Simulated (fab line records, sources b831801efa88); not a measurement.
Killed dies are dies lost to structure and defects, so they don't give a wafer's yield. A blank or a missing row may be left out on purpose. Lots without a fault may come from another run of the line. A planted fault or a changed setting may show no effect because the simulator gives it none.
One fault seen from 2 desks | flow gf180mcu | each desk has only its own numbers; what lay behind them comes last

THE TOOL OWNER'S DESK: implanter-04
The tool's own readings at GF_HV_LDD_IMPLANT_09: means of the sampled wafers that have a number, for each lot that ran on this tool. A lot is out of limits, marked OUT, if its mean lies more than 4 standard deviations from the usual mean; the brackets give that distance.
Columns: A = beam_energy_keV at GF_HV_LDD_IMPLANT_09, usual 40.000
lot  | first seen here | A
L339 | day 12 11:19    | 38.601 (-99 or more) OUT
L342 | day 13 10:23    | 38.572 (-99 or more) OUT
L351 | day 16 04:43    | 40.009
This desk's finding: out of limits on L339, L342; first on L339, day 12 11:19 (beam_energy_keV at GF_HV_LDD_IMPLANT_09). In limits: L351.

THE METROLOGY DESK
What the gauges read, lot by lot, whatever tool the lot ran on: means of the sampled wafers that have a number. A lot is out of limits, marked OUT, if its mean lies more than 4 standard deviations from the usual mean; the brackets give that distance.
Columns: A = POLY_GATE_OXIDATION_THK at GF_POLY_GATE_THK_MEAS_17, usual 4.01 nm; B = cd_nm at GF_POLY_GATE_CD_MEAS_18, usual 280.0 nm; C = cd_nm at GF_HV_LDD_CD_MEAS_07, usual 399.7 nm; D = HV_LDD_OVL at GF_HV_LDD_OVL_MEAS_08, usual 0.1 nm
lot  | first seen here | A    | B     | C     | D
L334 | day 10 01:34    | 4.02 | 281.0 | 403.4 | 0.7
L339 | day 11 15:20    | 3.93 | 281.9 | 402.8 | -0.8
L342 | day 12 13:46    | 4.00 | 279.3 | 398.5 | -1.1
L351 | day 15 06:24    | 4.05 | 278.8 | 395.4 | 1.2
L353 | day 15 18:53    | 3.89 | 281.2 | 400.4 | 1.1
L354 | day 16 13:01    | 3.99 | 279.7 | 401.5 | 1.6
This desk's finding: nothing out of limits on any of the 6 lots.

PUT TOGETHER
The tool owner's desk could have raised an alarm at day 12 11:19, on L339, L342.
The metrology desk saw nothing out of limits.
The metrology desk has L339, L342 on record, within its limits.
Of the lots named, all ran GF_HV_LDD_IMPLANT_09 on implanter-04.

WHAT THE SIMULATOR HAD PUT IN
Process parameter drift: implanter-04, from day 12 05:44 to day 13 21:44, at GF_HV_LDD_IMPLANT_09. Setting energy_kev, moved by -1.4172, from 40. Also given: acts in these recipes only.
Lots struck among those shown: L339, L342.
Hours from the fault's start to each desk's first reading out of limits: the tool owner's desk, 6.
